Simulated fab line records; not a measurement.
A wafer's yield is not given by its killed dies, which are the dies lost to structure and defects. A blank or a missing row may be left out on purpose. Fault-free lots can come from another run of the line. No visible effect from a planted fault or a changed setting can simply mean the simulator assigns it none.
Which tool is to blame?	flow sky130	13 lots (38 wafers sampled), 1 step of a 708-step route

WHAT THE GAUGES READ, wafer by wafer
SKY_CAP2M_THK_MEAS_01. Usual: CAP2M_CVD_00_THK 15.45 nm, standard deviation 0.25.
lot	measured	on	CAP2M_CVD_00_THK (nm)	flag
L378	day 39 12:38	film metro-03	15.43 15.57 15.79	
L379	day 40 02:14	film metro-02	14.92 15.36 15.60	
L381	day 40 10:20	film metro-04	14.99 15.76 15.44	
L382	day 40 17:49	film metro-03	15.62 15.58 15.51	
L383	day 41 02:36	film metro-03	15.06 15.69 15.36	
L384	day 41 08:54	film metro-03	15.08 15.38	
L387	day 42 14:21	film metro-04	15.67 15.17 15.57	
L392	day 43 14:46	film metro-03	15.37 15.11 15.16	
L395	day 44 16:11	film metro-03	15.15 15.72 15.76	
L396	day 44 21:00	film metro-04	15.31 15.47 15.60	
L398	day 45 05:02	film metro-04	15.55 15.70 15.74	
L400	day 45 15:22	film metro-02	15.43 15.66 15.97	
L401	day 46 01:43	film metro-03	15.31 15.58 15.51	

WHAT TOOL EACH LOT RAN ON (gives the tool, then ch and the chambers of the sampled wafers, and finally the start)
There is no process step in the record ahead of these readings.

WHAT THE TOOLS THEMSELVES READ (means of the sampled wafers that have a number; where no wafer has one, the mark that the record gives instead)
The record holds no such reading with a usual standard deviation.

THE ANSWER, worked out from the rows above alone
Rule: take the mean of a lot's wafers that have a number; if it is more than 3 standard deviations from the usual mean, the lot is off. Also off: a lot with no number at a reading for which 4 or more lots have one. Any other lot the step has rows for is counted as sound. The gauges are gone through in route order, then the tools' own readings, and for those a lot's mean is taken as printed above. At the first step where some lot is off, the reading lying furthest off is the one used; lots without a number count as furthest.
Across all readings shown, no lot is off: no conclusion can be drawn from this.

WHAT HAD BEEN PUT IN BY THE SIMULATOR
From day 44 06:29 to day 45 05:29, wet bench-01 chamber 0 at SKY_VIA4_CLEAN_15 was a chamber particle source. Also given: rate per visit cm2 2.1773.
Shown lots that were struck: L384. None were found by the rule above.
